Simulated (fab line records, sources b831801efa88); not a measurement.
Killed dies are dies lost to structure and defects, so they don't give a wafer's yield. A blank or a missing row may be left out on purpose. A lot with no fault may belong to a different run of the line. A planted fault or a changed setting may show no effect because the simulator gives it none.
fab line records	flow sky130
[record] lots = 6	wafers = 18	last-day = 50
route steps=708 shown LDD_P@264 LDD_HVN@267 LDD_HVP@278 LDD_LDN@289 SPACER@304 PAD_OPEN@708
lots with no fault: from the same line, run without faults
start-h: hours from the record's opening day to when the first of the lot's shown wafers began	wait-h: how many hours have passed since the lot's step before this one	" same as the row above	L1.1+2: one row covering several wafers at once	- no value present, or no start provided	* or withheld: withheld	< > ~ a bound
route shown NAME@n: names a module that has steps shown in the file, with the first one's number in the route	usual: average and standard deviation across the fault-free wafers	same: alike in all rows	chamber/n: place in a boat	sites: readings site by site	_std_site: standard deviation across them	_edge_site: the outer-site mean with the inner-site mean subtracted	radius-mm: how far each site lies from the wafer's centre	mask NAME#n: copy n	behind: the most recent tool/chamber to have shaped the wafer	hold: why the lot was held/for how many hours/how that ended	device: the n, p or np transistor that did not switch	end of line: the same wafers' tests at the end of the route	where a step has no rows: the recipe by itself	killed: dies lost to structure and defects at the first sort, not the wafer's yield	map: a wafer's dies, x killed, . not, _ none there
set.NAME: the run value of the setting; set.NAME@STEP: its run value at that earlier step	model.NAME: the simulator's own value behind a step, which no gauge read
certain route steps with their lots: each step a table, each wafer a row
services: when a tool's chamber went out of use (start-h, in hours from the record's first day, below 0 if earlier), for how many hours, and the reason
[[steps]]
[step SKY_LDD_P_IMPLANT_09]
[recipe] species = BF2	energy-kev = 25	dose-cm2 = 1e+13	tilt-deg = withheld
[step SKY_LDD_P_STRIP_10]
[recipe] chemistry = O2/N2	power-w = 1400	pressure-mtorr = 1500	platen-temp-c = withheld	o2-flow-sccm = 3000	n2-flow-sccm = 300	overash-fraction = 0.5
[usual] drypump-motor-current-A = 6.2/0.45	oes-product-au = 0.714/0.0046	strip-time-to-endpoint-s = 14.16/0.042
lot.wafer	tool	chamber	start-h	wait-h	drypump-motor-current-A	oes-product-au	rf-hours-counter-h	strip-time-to-endpoint-s
L586.2	plasma-asher-02	0	494.74	0.1	5.5	0.722	5	14.10
L586.3	"	0	"	"	5.5	0.720	-	14.09
L586.6	"	0	"	"	5.5	0.714	-	14.15
L589.2	plasma-asher-02	0	518.36	0.1	5.5	0.718	8	14.13
L589.3	"	1	"	"	5.9	0.713	-	14.17
L589.5	"	1	"	"	5.9	0.715	-	14.10
L591.3	plasma-asher-04	1	539.94	0.1	6.3	0.717	-	14.12
L591.4	"	0	"	"	6.5	0.711	-	14.11
L591.5	"	0	"	"	6.5	0.708	-	14.09
L595.2	plasma-asher-03	1	577.44	0.1	6.8	0.727	76	14.23
L595.3	"	0	"	"	5.9	0.708	-	14.18
L595.6	"	0	"	"	5.9	0.718	-	14.22
L604.3	plasma-asher-02	1	633.87	0.1	5.9	0.712	-	14.12
L604.4	"	0	"	"	5.5	0.709	-	14.10
L604.6	"	0	"	"	5.5	0.719	-	14.12
L603.3	plasma-asher-03	0	639.74	0.1	5.9	0.713	-	14.24
L603.5	"	0	"	"	5.9	0.710	-	14.20
L603.6	"	1	"	"	6.8	0.715	-	14.19
[step SKY_LDD_P_TW_MEAS_11]
[usual] LDD_P_TW = 632/8.1
lot.wafer	tool	chamber	start-h	wait-h	LDD_P_TW
L586.2	film-metro-04	-	494.85	0.1	642
L586.3	"	-	"	"	644
L586.6	"	-	"	"	648
L589.2	film-metro-04	-	518.47	0.1	642
L589.3	"	-	"	"	647
L589.5	"	-	"	"	647
L591.3	film-metro-03	-	540.03	0.1	628
L591.4	"	-	"	"	625
L591.5	"	-	"	"	627
L595.2	film-metro-03	-	577.55	0.1	630
L595.3	"	-	"	"	628
L595.6	"	-	"	"	625
L604.3	film-metro-01	-	633.96	0.1	632
L604.4	"	-	"	"	634
L604.6	"	-	"	"	632
L603.3	film-metro-03	-	639.83	0.1	623
L603.5	"	-	"	"	620
L603.6	"	-	"	"	624
[step SKY_LDD_HVN_DEHYDRATE_00]
[recipe] temp-c = 200	time-s = 60
[step SKY_LDD_HVN_HMDS_01]
[recipe] prime-time-s = 60	prime-temp-c = 120
[step SKY_LDD_HVN_COAT_02]
[recipe] resist = NOVOLAK	spin-rpm = 3000	resist-thk-nm = 300
[step SKY_LDD_HVN_SOFTBAKE_03]
[recipe] temp-c = 90	time-s = 60	resist = NOVOLAK
[step SKY_LDD_HVN_EXPOSE_04]
[recipe] mask-id = HVNTM	na = 0.6	source-shape = conventional	sigma-outer = 0.6	polarization = unpolarized	target-cd-nm = 700	dose-mj = 127
[step SKY_LDD_HVN_PEB_05]
[recipe] temp-c = withheld	time-s = *	resist = NOVOLAK
[step SKY_LDD_HVN_DEVELOP_06]
[recipe] resist = NOVOLAK	developer = TMAH	develop-time-s = 60	dev-temp-c = 23
[step SKY_LDD_HVN_OVL_MEAS_07]
[usual] LDD_HVN_OVL = 0.5/1.3
lot.wafer	tool	chamber	start-h	wait-h	LDD_HVN_OVL[nm]
L586.2	overlay-01	-	526.41	0.1	0.7
L586.3	"	-	"	"	2.3
L586.6	"	-	"	"	2.0
L589.2	overlay-01	-	549.04	0.1	1.6
L589.3	"	-	"	"	-0.4
L589.5	"	-	"	"	0.0
L591.3	overlay-02	-	569.22	0.1	3.4
L591.4	"	-	"	"	1.6
L591.5	"	-	"	"	1.1
L595.2	overlay-02	-	606.96	0.1	1.8
L595.3	"	-	"	"	1.5
L595.6	"	-	"	"	2.4
L604.3	overlay-01	-	663.33	0.1	-0.7
L604.4	"	-	"	"	-0.7
L604.6	"	-	"	"	-2.3
L603.3	overlay-01	-	668.53	0.1	0.3
L603.5	"	-	"	"	0.3
L603.6	"	-	"	"	1.1
[step SKY_LDD_HVN_IMPLANT_08]
[recipe] species = P	energy-kev = 60	dose-cm2 = 3e+13	tilt-deg = 40
[step SKY_LDD_HVN_STRIP_09]
[recipe] chemistry = O2/N2	power-w = 1400	pressure-mtorr = 1500	platen-temp-c = withheld	o2-flow-sccm = 3000	n2-flow-sccm = 300	overash-fraction = 0.5
[usual] drypump-motor-current-A = 5.8/0.48	oes-product-au = 0.408/0.0046	strip-time-to-endpoint-s = 4.130/0.016
lot.wafer	tool	chamber	start-h	wait-h	drypump-motor-current-A	oes-product-au	rf-hours-counter-h	strip-time-to-endpoint-s
L586.2	plasma-asher-04	1	526.59	0.1	6.3	0.408	84	4.132
L586.3	"	1	"	"	6.3	0.414	-	4.134
L586.6	"	1	"	"	6.3	0.409	-	4.133
L589.2	plasma-asher-02	1	549.22	0.1	5.9	0.407	11	4.136
L589.3	"	0	"	"	5.4	0.417	-	4.111
L589.5	"	0	"	"	5.5	0.407	-	4.116
L591.3	plasma-asher-01	0	569.42	0.1	5.1	0.400	-	4.138
L591.4	"	1	"	"	5.6	0.410	-	4.120
L591.5	"	0	"	"	5.1	0.410	-	4.131
L595.2	plasma-asher-01	1	607.14	0.1	5.6	0.408	49	4.102
L595.3	"	0	"	"	5.1	0.409	-	4.145
L595.6	"	0	"	"	5.1	0.401	-	4.131
L604.3	plasma-asher-02	0	663.54	0.1	5.5	0.406	-	4.126
L604.4	"	1	"	"	5.9	0.406	-	4.134
L604.6	"	0	"	"	5.5	0.408	-	4.134
L603.3	plasma-asher-02	1	668.74	0.1	5.9	0.397	-	4.117
L603.5	"	1	"	"	5.9	0.402	-	4.128
L603.6	"	0	"	"	5.5	0.411	-	4.143
[step SKY_LDD_HVN_TW_MEAS_10]
[usual] LDD_HVN_TW = 1433/19
lot.wafer	tool	chamber	start-h	wait-h	LDD_HVN_TW
L586.2	film-metro-02	-	526.70	0.1	1459
L586.3	"	-	"	"	1458
L586.6	"	-	"	"	1460
L589.2	film-metro-02	-	549.33	0.1	1454
L589.3	"	-	"	"	1460
L589.5	"	-	"	"	1459
L591.3	film-metro-01	-	569.51	0.1	1435
L591.4	"	-	"	"	1432
L591.5	"	-	"	"	1429
L595.2	film-metro-03	-	607.25	0.1	1419
L595.3	"	-	"	"	1407
L595.6	"	-	"	"	1414
L604.3	film-metro-01	-	663.63	0.1	1427
L604.4	"	-	"	"	1428
L604.6	"	-	"	"	1433
L603.3	film-metro-02	-	668.83	0.1	1454
L603.5	"	-	"	"	1448
L603.6	"	-	"	"	1447
[step SKY_LDD_HVP_DEHYDRATE_00]
[recipe] temp-c = 200	time-s = 60
[step SKY_LDD_HVP_HMDS_01]
[recipe] prime-time-s = 60	prime-temp-c = 120
[step SKY_LDD_HVP_COAT_02]
[recipe] resist = NOVOLAK	spin-rpm = 3000	resist-thk-nm = 300
[step SKY_LDD_HVP_SOFTBAKE_03]
[recipe] temp-c = 90	time-s = 60	resist = NOVOLAK
[step SKY_LDD_HVP_EXPOSE_04]
[recipe] mask-id = HVPTM	na = 0.6	source-shape = conventional	sigma-outer = 0.6	polarization = unpolarized	target-cd-nm = 700	dose-mj = 86
[step SKY_LDD_HVP_PEB_05]
[recipe] temp-c = withheld	time-s = *	resist = NOVOLAK
[step SKY_LDD_HVP_DEVELOP_06]
[recipe] resist = NOVOLAK	developer = TMAH	develop-time-s = 60	dev-temp-c = 23
[step SKY_LDD_HVP_OVL_MEAS_07]
[usual] LDD_HVP_OVL = -1.0/1.2
lot.wafer	tool	chamber	start-h	wait-h	LDD_HVP_OVL[nm]
L586.2	overlay-01	-	556.49	0.1	-1.7
L586.3	"	-	"	"	-2.1
L586.6	"	-	"	"	-3.0
L589.2	overlay-01	-	579.29	0.1	-1.1
L589.3	"	-	"	"	-0.9
L589.5	"	-	"	"	-1.1
L591.3	overlay-02	-	598.75	0.1	-0.4
L591.4	"	-	"	"	-0.7
L591.5	"	-	"	"	-1.0
L595.2	overlay-01	-	636.44	0.1	-0.6
L595.3	"	-	"	"	0.7
L595.6	"	-	"	"	-1.0
L604.3	overlay-02	-	691.72	0.1	-0.6
L604.4	"	-	"	"	0.6
L604.6	"	-	"	"	-0.1
L603.3	overlay-01	-	696.80	0.1	-2.1
L603.5	"	-	"	"	-0.9
L603.6	"	-	"	"	-1.8
[step SKY_LDD_HVP_IMPLANT_08]
[recipe] species = B	energy-kev = 20	dose-cm2 = 1.7e+13	tilt-deg = 17.9
[step SKY_LDD_HVP_STRIP_09]
[recipe] chemistry = O2/N2	power-w = 1400	pressure-mtorr = 1500	platen-temp-c = withheld	o2-flow-sccm = 3000	n2-flow-sccm = 300	overash-fraction = 0.5
[usual] drypump-motor-current-A = 5.8/0.55	oes-product-au = 0.408/0.0047	strip-time-to-endpoint-s = 4.136/0.013
lot.wafer	tool	chamber	start-h	wait-h	drypump-motor-current-A	oes-product-au	rf-hours-counter-h	strip-time-to-endpoint-s
L586.2	plasma-asher-02	0	556.67	0.1	5.4	0.399	11	4.147
L586.3	"	0	"	"	5.5	0.413	-	4.152
L586.6	"	0	"	"	5.5	0.402	-	4.123
L589.2	plasma-asher-03	1	579.47	0.1	6.8	0.407	76	4.126
L589.3	"	0	"	"	5.9	0.404	-	4.119
L589.5	"	0	"	"	5.9	0.410	-	4.133
L591.3	plasma-asher-02	0	598.95	0.1	5.4	0.406	-	4.140
L591.4	"	1	"	"	5.9	0.419	-	4.134
L591.5	"	1	"	"	5.9	0.411	-	4.134
L595.2	plasma-asher-01	1	636.62	0.1	5.6	0.402	52	4.135
L595.3	"	0	"	"	5.1	0.400	-	4.151
L595.6	"	0	"	"	5.1	0.410	-	4.138
L604.3	plasma-asher-01	1	691.92	0.1	5.6	0.394	-	4.098
L604.4	"	0	"	"	5.1	0.405	-	4.140
L604.6	"	0	"	"	5.1	0.405	-	4.127
L603.3	plasma-asher-01	0	697.00	0.1	5.1	0.398	-	4.132
L603.5	"	1	"	"	5.6	0.414	-	4.115
L603.6	"	0	"	"	5.1	0.408	-	4.135
[step SKY_LDD_HVP_TW_MEAS_10]
[usual] LDD_HVP_TW = 458/5.6
lot.wafer	tool	chamber	start-h	wait-h	LDD_HVP_TW
L586.2	film-metro-02	-	556.81	0.1	460
L586.3	"	-	"	"	459
L586.6	"	-	"	"	460
L589.2	film-metro-01	-	579.58	0.1	451
L589.3	"	-	"	"	449
L589.5	"	-	"	"	447
L591.3	film-metro-01	-	599.04	0.1	448
L591.4	"	-	"	"	450
L591.5	"	-	"	"	449
L595.2	film-metro-01	-	636.76	0.1	454
L595.3	"	-	"	"	454
L595.6	"	-	"	"	456
L604.3	film-metro-02	-	692.01	0.1	460
L604.4	"	-	"	"	464
L604.6	"	-	"	"	462
L603.3	film-metro-02	-	697.09	0.1	461
L603.5	"	-	"	"	462
L603.6	"	-	"	"	463
[step SKY_LDD_LDN_DEHYDRATE_00]
[recipe] temp-c = 200	time-s = 60
[step SKY_LDD_LDN_HMDS_01]
[recipe] prime-time-s = 60	prime-temp-c = 120
[step SKY_LDD_LDN_COAT_02]
[recipe] resist = NOVOLAK	spin-rpm = 3000	resist-thk-nm = 1140
[step SKY_LDD_LDN_SOFTBAKE_03]
[recipe] temp-c = 90	time-s = 60	resist = NOVOLAK
[step SKY_LDD_LDN_EXPOSE_04]
[recipe] mask-id = LDNTM	na = 0.6	source-shape = conventional	sigma-outer = 0.6	polarization = unpolarized	target-cd-nm = 700	dose-mj = 140
[step SKY_LDD_LDN_PEB_05]
[recipe] temp-c = withheld	time-s = *	resist = NOVOLAK
[step SKY_LDD_LDN_DEVELOP_06]
[recipe] resist = NOVOLAK	developer = TMAH	develop-time-s = 60	dev-temp-c = 23
[step SKY_LDD_LDN_OVL_MEAS_07]
[usual] LDD_LDN_OVL = 0.8/1.3
lot.wafer	tool	chamber	start-h	wait-h	LDD_LDN_OVL[nm]
L586.2	overlay-01	-	586.58	0.1	-0.1
L586.3	"	-	"	"	-0.9
L586.6	"	-	"	"	0.6
L589.2	overlay-02	-	609.13	0.1	-1.1
L589.3	"	-	"	"	-0.7
L589.5	"	-	"	"	1.8
L591.3	overlay-01	-	628.54	0.1	0.8
L591.4	"	-	"	"	1.3
L591.5	"	-	"	"	1.0
L595.2	overlay-01	-	666.04	0.1	0.3
L595.3	"	-	"	"	0.0
L595.6	"	-	"	"	1.5
L604.3	overlay-02	-	721.18	0.1	1.2
L604.4	"	-	"	"	1.7
L604.6	"	-	"	"	3.1
L603.3	overlay-01	-	725.13	0.1	-1.0
L603.5	"	-	"	"	-0.4
L603.6	"	-	"	"	-1.6
[step SKY_LDD_LDN_IMPLANT_08]
[recipe] species = As	energy-kev = 15	dose-cm2 = 1.25e+13	tilt-deg = withheld	rotation-deg = 23
[step SKY_LDD_LDN_IMPLANT_09]
[recipe] species = As	energy-kev = 15	dose-cm2 = 1.25e+13	tilt-deg = withheld	rotation-deg = 113
[step SKY_LDD_LDN_IMPLANT_10]
[recipe] species = As	energy-kev = 15	dose-cm2 = 1.25e+13	tilt-deg = withheld	rotation-deg = 203
[step SKY_LDD_LDN_IMPLANT_11]
[recipe] species = As	energy-kev = 15	dose-cm2 = 1.25e+13	tilt-deg = withheld	rotation-deg = 293
[step SKY_LDD_LDN_STRIP_12]
[recipe] chemistry = O2/N2	power-w = 1400	pressure-mtorr = 1500	platen-temp-c = withheld	o2-flow-sccm = 3000	n2-flow-sccm = 300	overash-fraction = 0.5
[usual] drypump-motor-current-A = 6.2/0.51	oes-product-au = 0.715/0.0038	strip-time-to-endpoint-s = 14.18/0.046
lot.wafer	tool	chamber	start-h	wait-h	drypump-motor-current-A	oes-product-au	rf-hours-counter-h	strip-time-to-endpoint-s
L586.2	plasma-asher-04	1	587.21	0.1	6.3	0.717	90	14.23
L586.3	"	0	"	"	6.5	0.716	-	14.25
L586.6	"	1	"	"	6.3	0.709	-	14.26
L589.2	plasma-asher-04	0	609.76	0.1	6.5	0.719	92	14.24
L589.3	"	1	"	"	6.3	0.719	-	14.27
L589.5	"	0	"	"	6.5	0.719	-	14.20
L591.3	plasma-asher-03	1	629.20	0.1	6.8	0.718	-	14.21
L591.4	"	0	"	"	5.9	0.712	-	14.23
L591.5	"	1	"	"	6.8	0.717	-	14.19
L595.2	plasma-asher-01	0	666.67	0.1	5.1	0.715	55	14.17
L595.3	"	1	"	"	5.6	0.712	-	14.15
L595.6	"	1	"	"	5.6	0.713	-	14.17
L604.3	plasma-asher-03	1	721.84	0.1	6.8	0.713	-	14.18
L604.4	"	0	"	"	5.9	0.709	-	14.13
L604.6	"	0	"	"	5.9	0.715	-	14.16
L603.3	plasma-asher-03	0	725.79	0.1	5.9	0.716	-	14.11
L603.5	"	1	"	"	6.8	0.713	-	14.15
L603.6	"	0	"	"	5.9	0.722	-	14.11
[step SKY_LDD_LDN_TW_MEAS_13]
[usual] LDD_LDN_TW = 1478/23
lot.wafer	tool	chamber	start-h	wait-h	LDD_LDN_TW
L586.2	film-metro-04	-	587.32	0.1	1497
L586.3	"	-	"	"	1504
L586.6	"	-	"	"	1500
L589.2	film-metro-03	-	609.87	0.1	1460
L589.3	"	-	"	"	1454
L589.5	"	-	"	"	1455
L591.3	film-metro-03	-	629.29	0.1	1462
L591.4	"	-	"	"	1445
L591.5	"	-	"	"	1445
L595.2	film-metro-02	-	666.78	0.1	1496
L595.3	"	-	"	"	1500
L595.6	"	-	"	"	1495
L604.3	film-metro-02	-	721.93	0.1	1497
L604.4	"	-	"	"	1499
L604.6	"	-	"	"	1504
L603.3	film-metro-04	-	725.88	0.1	1493
L603.5	"	-	"	"	1489
L603.6	"	-	"	"	1504
[step SKY_LDD_LDN_CLEAN_14]
[recipe] chemistry = SC1/SC2	mix = 1:4:20	temp-c = 70	time-s = 150	dry = n2-spin
[step SKY_SPACER_CVD_00]
[recipe] material = Si3N4	precursor = DCS/NH3	target-thk-nm = 43.1	temp-c = 770	time-s = 740	pressure-mtorr = 250
[step SKY_SPACER_THK_MEAS_01]
[recipe] reads = Si3N4_of_SPACER_CVD_00
[usual] SPACER_CVD_00_THK = 43.0/0.36
lot.wafer	tool	chamber	start-h	wait-h	SPACER_CVD_00_THK[nm]
L586.2	film-metro-04	-	588.63	0.0	42.6
L586.3	"	-	"	"	42.3
L586.6	"	-	"	"	42.4
L589.2	film-metro-04	-	612.42	0.0	42.8
L589.3	"	-	"	"	42.5
L589.5	"	-	"	"	42.5
L591.3	film-metro-03	-	631.97	0.0	43.2
L591.4	"	-	"	"	43.4
L591.5	"	-	"	"	43.5
L595.2	film-metro-03	-	668.47	0.0	42.7
L595.3	"	-	"	"	42.6
L595.6	"	-	"	"	43.2
L604.3	film-metro-03	-	723.85	0.0	43.1
L604.4	"	-	"	"	42.9
L604.6	"	-	"	"	42.8
L603.3	film-metro-03	-	727.80	0.0	42.7
L603.5	"	-	"	"	42.6
L603.6	"	-	"	"	42.8
[step SKY_PAD_OPEN_PROBE_99]
[usual] killed_at_M0_to_M3 = 43/6.4	killed_at_M4_up = 3.2/1.8	killed-at-contacts = 25/5.5	killed-at-front-end = 16/5.2	killed-at-other = 0.3/0.49	killed-dies = 88/10	killed-open = 48/7	killed-short = 40/7.1
[same] gross-dies = 492	killed-at-back-side = 0
lot.wafer	tool	chamber	start-h	wait-h	hold	killed_at_M0_to_M3	killed_at_M4_up	killed-at-contacts	killed-at-front-end	killed-at-other	killed-dies	killed-open	killed-short
L586.2	prober-01	-	1119.45	0.1	-	50	3	21	14	1	89	52	37
L586.3	prober-01	-	1119.50	0.2	-	39	3	20	20	0	82	51	31
L586.6	prober-01	-	1119.65	0.2	-	53	4	30	15	1	103	54	49
L589.2	prober-02	-	1136.99	0.1	-	38	4	27	11	1	81	47	34
L589.3	prober-02	-	1137.04	0.2	-	39	3	19	20	0	81	45	36
L589.5	prober-02	-	1137.14	0.2	-	37	0	16	16	0	69	35	34
L591.3	prober-02	-	1150.25	0.2	-	49	5	27	17	1	99	59	40
L591.4	prober-02	-	1150.30	0.2	-	42	2	18	19	0	81	40	41
L591.5	prober-02	-	1150.35	0.2	-	51	8	22	21	0	102	53	49
L595.2	prober-01	-	1174.40	0.1	-	44	1	30	10	0	85	54	31
L595.3	prober-01	-	1174.45	0.2	-	34	7	19	15	1	76	41	35
L595.6	prober-01	-	1174.60	0.2	-	36	4	36	14	0	90	38	52
L604.3	prober-01	-	1207.05	0.2	await-dispo/3.1h/release	51	5	22	16	0	94	57	37
L604.4	prober-01	-	1207.10	0.2	await-dispo/3.1h/release	41	5	20	78	0	144	43	40
L604.6	prober-01	-	1207.20	0.2	await-dispo/3.1h/release	38	3	20	15	0	76	45	31
L603.3	prober-02	-	1210.35	0.2	await-dispo/5.6h/release	28	0	35	87	1	151	44	38
L603.5	prober-02	-	1210.45	0.2	await-dispo/5.6h/release	30	5	20	71	1	127	34	27
L603.6	prober-02	-	1210.50	0.2	await-dispo/5.6h/release	41	2	25	16	0	84	49	35
// killed by level:class
L586.2 VIA1:geometric-particle:open=11 VIA2:geometric-particle:open=9 CONTACT:geometric-particle:open=8 VIA3:geometric-particle:open=6 LI_CONTACT:geometric-particle:open=5 VIA1:geometric-particle:short=5 METAL2:geometric-particle:short=5 FIELD_ISO:geometric-particle:open=4
L586.3 VIA1:geometric-particle:open=11 LI_CONTACT:geometric-particle:open=8 CONTACT:geometric-particle:open=8 FIELD_ISO:geometric-particle:open=6 VIA1:geometric-particle:short=5 METAL2:geometric-particle:short=5 VIA2:geometric-particle:open=5 FIELD_ISO:geometric-particle:short=3
L586.6 VIA1:geometric-particle:open=15 CONTACT:geometric-particle:open=13 METAL2:geometric-particle:short=11 METAL1:geometric-particle:short=10 LI_CONTACT:geometric-particle:open=5 CONTACT:geometric-particle:short=5 LOCAL_INTERCONNECT:geometric-particle:short=4 VIA2:geometric-particle:open=4
L589.2 VIA1:geometric-particle:open=13 LI_CONTACT:geometric-particle:open=10 CONTACT:geometric-particle:short=6 CONTACT:geometric-particle:open=5 FIELD_ISO:geometric-particle:open=4 METAL1:geometric-particle:short=4 VIA1:geometric-particle:short=4 VIA3:geometric-particle:open=4
L589.3 CONTACT:geometric-particle:open=8 FIELD_ISO:geometric-particle:open=7 METAL1:geometric-particle:short=7 VIA3:geometric-particle:open=6 LI_CONTACT:geometric-particle:open=6 VIA1:geometric-particle:short=5 VIA2:geometric-particle:open=5 POLY_GATE:geometric-particle:open=4
L589.5 VIA1:geometric-particle:open=10 METAL1:geometric-particle:short=9 VIA2:geometric-particle:open=7 CONTACT:geometric-particle:open=7 VIA1:geometric-particle:short=6 CONTACT:geometric-particle:short=5 FIELD_ISO:geometric-particle:short=4 FIELD_ISO:geometric-particle:open=3
L591.3 VIA1:geometric-particle:open=15 CONTACT:geometric-particle:open=10 LI_CONTACT:geometric-particle:open=9 VIA2:geometric-particle:open=9 FIELD_ISO:geometric-particle:short=6 VIA3:geometric-particle:open=6 METAL2:geometric-particle:short=5 METAL4:geometric-particle:short=5
L591.4 FIELD_ISO:geometric-particle:short=8 VIA1:geometric-particle:open=8 VIA3:geometric-particle:open=7 CONTACT:geometric-particle:short=6 VIA1:geometric-particle:short=6 FIELD_ISO:geometric-particle:open=5 VIA2:geometric-particle:open=5 METAL3:geometric-particle:short=5
L591.5 VIA1:geometric-particle:open=12 VIA2:geometric-particle:open=10 VIA1:geometric-particle:short=8 FIELD_ISO:geometric-particle:open=6 CONTACT:geometric-particle:open=5 CONTACT:geometric-particle:short=5 LI_CONTACT:geometric-particle:open=5 LOCAL_INTERCONNECT:geometric-particle:short=5
L595.2 CONTACT:geometric-particle:open=13 LI_CONTACT:geometric-particle:open=9 VIA3:geometric-particle:open=9 VIA1:geometric-particle:short=7 VIA1:geometric-particle:open=7 VIA2:geometric-particle:open=6 METAL1:geometric-particle:short=4 VIA2:geometric-particle:short=4
L595.3 LI_CONTACT:geometric-particle:open=9 FIELD_ISO:geometric-particle:open=7 FIELD_ISO:geometric-particle:short=6 VIA2:geometric-particle:open=5 METAL1:geometric-particle:short=5 METAL3:geometric-particle:short=5 VIA1:geometric-particle:open=4 VIA3:geometric-particle:open=4
L595.6 CONTACT:geometric-particle:open=12 LI_CONTACT:geometric-particle:open=8 POLY_GATE:geometric-particle:short=7 METAL1:geometric-particle:short=7 CONTACT:geometric-particle:short=7 VIA1:geometric-particle:open=6 METAL2:geometric-particle:short=6 LOCAL_INTERCONNECT:geometric-particle:short=5
L604.3 VIA1:geometric-particle:open=18 VIA2:geometric-particle:open=8 LI_CONTACT:geometric-particle:open=7 CONTACT:geometric-particle:short=6 CONTACT:geometric-particle:open=5 VIA1:geometric-particle:short=5 METAL3:geometric-particle:short=5 POLY_GATE:geometric-particle:open=4
L604.4 LDD_HVN:unspecified=61 VIA1:geometric-particle:open=8 VIA3:geometric-particle:open=8 CONTACT:geometric-particle:short=7 POLY_GATE:geometric-particle:open=6 METAL3:geometric-particle:short=6 LI_CONTACT:geometric-particle:open=5 POLY_GATE:geometric-particle:short=4
L604.6 CONTACT:geometric-particle:open=9 VIA1:geometric-particle:open=7 VIA1:geometric-particle:short=6 POLY_GATE:geometric-particle:open=5 VIA3:geometric-particle:open=5 VIA2:geometric-particle:open=5 CONTACT:geometric-particle:short=4 METAL1:geometric-particle:short=4
L603.3 LDD_HVN:unspecified=69 CONTACT:geometric-particle:open=11 FIELD_ISO:geometric-particle:open=9 LI_CONTACT:geometric-particle:open=8 CONTACT:geometric-particle:short=8 VIA1:geometric-particle:open=6 VIA3:geometric-particle:open=6 LI_CONTACT:geometric-particle:short=4
L603.5 LDD_HVN:unspecified=66 CONTACT:geometric-particle:open=8 LI_CONTACT:geometric-particle:open=7 VIA3:geometric-particle:open=7 METAL2:geometric-particle:short=7 METAL4:geometric-particle:short=5 VIA1:geometric-particle:open=4 VIA2:geometric-particle:open=4
L603.6 CONTACT:geometric-particle:open=13 VIA1:geometric-particle:open=7 VIA3:geometric-particle:open=7 METAL2:geometric-particle:short=6 FIELD_ISO:geometric-particle:short=5 VIA2:geometric-particle:open=5 VIA1:geometric-particle:short=5 FIELD_ISO:geometric-particle:open=4
// map L603.3 (x killed, . not)
__________.........._________
________..x..........._______
______............x.xx.._____
_____.x.....x.........x.x____
____................xx.x..___
___..x...x.x.......x.......__
__xx..x......x........x.x..._
_....xx.x.xx.xxx.........x...
_...x.xxxxxxx..........xx.x..
_.....xxxxxxx.x..x..x.....x..
_...xxxxxxxxxx........x..x...
_.x.xxxxxxxxxxx....x.........
_...xxxxxxxxxxxx...xx.....x..
_.x.xxxxxxxxxxxx...x.......x.
_....xxxxxxxxxx..............
__....xxxxxx.x..x..........._
___..x....x.x..x.xx...xx.x.__
____..x.x.....x..x.......x___
_____...x....xxx.......x.____
______............xx...._____
________x.....x..x...x_______
__________.....x...._________
// map L604.4 (x killed, . not)
__________..xx.x..x._________
________...xxx........_______
______.x..xx.x...x......_____
_____.x.x..x..x...x..xx..____
____.......x............x.___
___...x.x..x.x..x........x.__
__...............x.x.....x.._
_...........x.............x.x
_........xxx..x.............x
_......xxxxxx........xx......
_..x..xxxxxxxx.......x......x
_...xxxxxxxxxxx..x......xx...
_....xxxxxxxxxx.......x......
_....xxxxxxxxxx.x...x...x.x.x
_..xxx.xxxxxxxx.x..xx.....x..
__...x.xxxx.xxx...x........._
___...x.xx.xx.......x......__
____......xx..........x...___
_____.x.x.xx..xx..x......____
______.......x..x.....x._____
________x.....x..x..x._______
__________.........._________
[[services]]
tool	chamber	start-h	hours	kind
plasma-asher-02	-	471.63	1.5	repair
plasma-asher-02	-	475.92	5.5	repair
plasma-asher-04	-	488.57	1.7	repair
plasma-asher-04	-	515.10	0.9	repair
plasma-asher-03	-	569.74	1.7	repair
plasma-asher-04	-	624.04	1.3	repair
plasma-asher-03	-	632.61	3.4	repair
plasma-asher-04	-	650.11	0.3	repair
plasma-asher-01	-	657.93	1.7	repair
plasma-asher-04	-	679.44	2.8	pm
plasma-asher-02	-	719.50	9.1	repair
[[key]]
[first-sign] step = SKY_PAD_OPEN_PROBE_99	reading = killed-at-front-end	direction = up	sigmas = 12	usual = 16	struck = 79
[effect] step = SKY_PAD_OPEN_PROBE_99	reading = killed-dies	direction = up	sigmas = 5.3	usual = 88	struck = 141
met-at SKY_LDD_HVN_STRIP_09
struck-wafers L603.3,L603.5,L604.4
tester-left-out L603,L604
onset-between 549.22 663.54
[fault] kind = chamber-particle-source	tool = plasma-asher-02	chamber = 1	onset-h = 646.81	steps = SKY_LDD_HVN_STRIP_09	rate-per-visit-cm2 = 1.5737	end-h = 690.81
// tester-left-out: of these lots the tester's yield and bins aren't shown, on N5 and GAA mostly nor the transistor test; their killed dies are dies lost to structure and defects alone, not to doping, threshold or leakage, so they don't give the yield
